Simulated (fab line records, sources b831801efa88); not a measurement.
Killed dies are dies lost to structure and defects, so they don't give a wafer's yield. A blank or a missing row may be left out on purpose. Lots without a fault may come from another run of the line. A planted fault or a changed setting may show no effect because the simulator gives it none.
Which tool did it? | flow sky130 | 12 lots, 36 wafers sampled, at 1 step of a route of 708

WHAT THE GAUGES READ, wafer by wafer
SKY_PWDE_TW_MEAS_10.
lot  | measured    | on            | PWDE_TW
L076 | day 4 13:43 | film_metro-03 | 371.0 372.7 372.7
L077 | day 4 22:34 | film_metro-04 | 372.0 370.4 371.6
L079 | day 5 09:03 | film_metro-04 | 373.4 376.7 374.6
L081 | day 5 12:32 | film_metro-04 | 375.4 373.7 374.2
L083 | day 5 23:01 | film_metro-01 | 380.6 379.6 378.1
L085 | day 6 12:07 | film_metro-04 | 372.4 374.4 369.9
L087 | day 7 02:37 | film_metro-01 | 378.1 375.7 377.4
L089 | day 7 11:10 | film_metro-01 | 378.1 376.5 375.1
L091 | day 7 19:16 | film_metro-03 | 374.2 371.6 372.3
L093 | day 8 07:38 | film_metro-03 | 374.9 375.8 374.6
L095 | day 8 16:24 | film_metro-04 | 374.4 371.1 371.1
L097 | day 9 10:57 | film_metro-03 | 369.9 373.1 372.1

WHICH TOOL RAN EACH LOT (tool, then ch and the chambers of the sampled wafers, then the start)
The record holds no process step before these readings.

THE ANSWER, worked out from the rows above alone
Rule: what is usual is taken from the lots themselves. Put in order of their means at a reading, lots are off if they are a third of the lots or fewer, leave a main group of 4 or more, and stand apart from it by a gap of 3 or more times the standard deviation of the main group's means; of several such gaps the widest counts. A main group whose means are all the same, to the digits that the tables above print for the reading, isn't used. A lot without any number at a reading at which 4 lots or more have one is off too. The other lots that the step has rows for count as sound.
No lot is off at any reading shown: from this, nothing can be told.

WHAT THE SIMULATOR HAD PUT IN
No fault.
